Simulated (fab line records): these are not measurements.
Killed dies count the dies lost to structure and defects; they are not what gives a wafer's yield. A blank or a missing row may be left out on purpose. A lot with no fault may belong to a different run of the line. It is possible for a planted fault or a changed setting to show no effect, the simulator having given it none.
Matching of chambers    flow gf180mcu    rie_diel-03 running GF_POLY_GATE_ETCH_12: 4 sister chambers
The step etches BARC in N2/H2. 8 wafers are shown with their chamber, then 9 later ones without.

## WAFERS WITH THEIR CHAMBER
wafer   chamber  drypump_motor_current_A (A)  throttle_valve_pct (%)
L080.2  3        5.0                          13.214
L083.5  0        5.6                          13.214
L084.2  2        5.5                          13.218
L084.4  1        5.2                          13.204
L084.6  2        5.6                          13.216
L086.1  1        5.2                          13.224
L086.2  3        5.0                          13.211
L086.3  0        5.6                          13.217

## WAFERS MISSING THEIR CHAMBER
wafer   drypump_motor_current_A (A)  throttle_valve_pct (%)
L088.1  5.6                          13.212
L088.3  5.2                          13.217
L088.4  5.0                          13.221
L091.3  5.5                          13.208
L091.4  5.6                          13.218
L091.5  5.0                          13.215
L092.2  5.0                          13.208
L092.3  5.6                          13.198
L092.4  5.5                          13.215

## THE CHAMBER EACH PASSED THROUGH
wafer   from the rows above      in truth
L088.1  can't be placed: 0 or 2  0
L088.3  1                        1
L088.4  3                        3
L091.3  can't be placed: 2 or 0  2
L091.4  can't be placed: 0 or 2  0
L091.5  3                        3
L092.2  3                        3
L092.3  can't be placed: 0 or 2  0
L092.4  can't be placed: 2 or 0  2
Correctly placed: 4 of 9. Can't be placed from these rows: 5 (the true chamber is among the candidates in 5). Number placed wrongly: 0.
How it was worked out, from the rows above alone: a wafer's distance from a chamber is the root of the sum, over the readings, of the square of ((its reading less the chamber's mean) divided by the reading's scatter). The wafer belongs to the nearest chamber; if the next one is less than 2 further off, it can't be placed. Each chamber's mean is taken over the wafers shown for it. How the scatter is found: for the shown wafers, subtract from each reading the mean of its chamber, square and add these, divide the total by (wafers less chambers), then take the root.
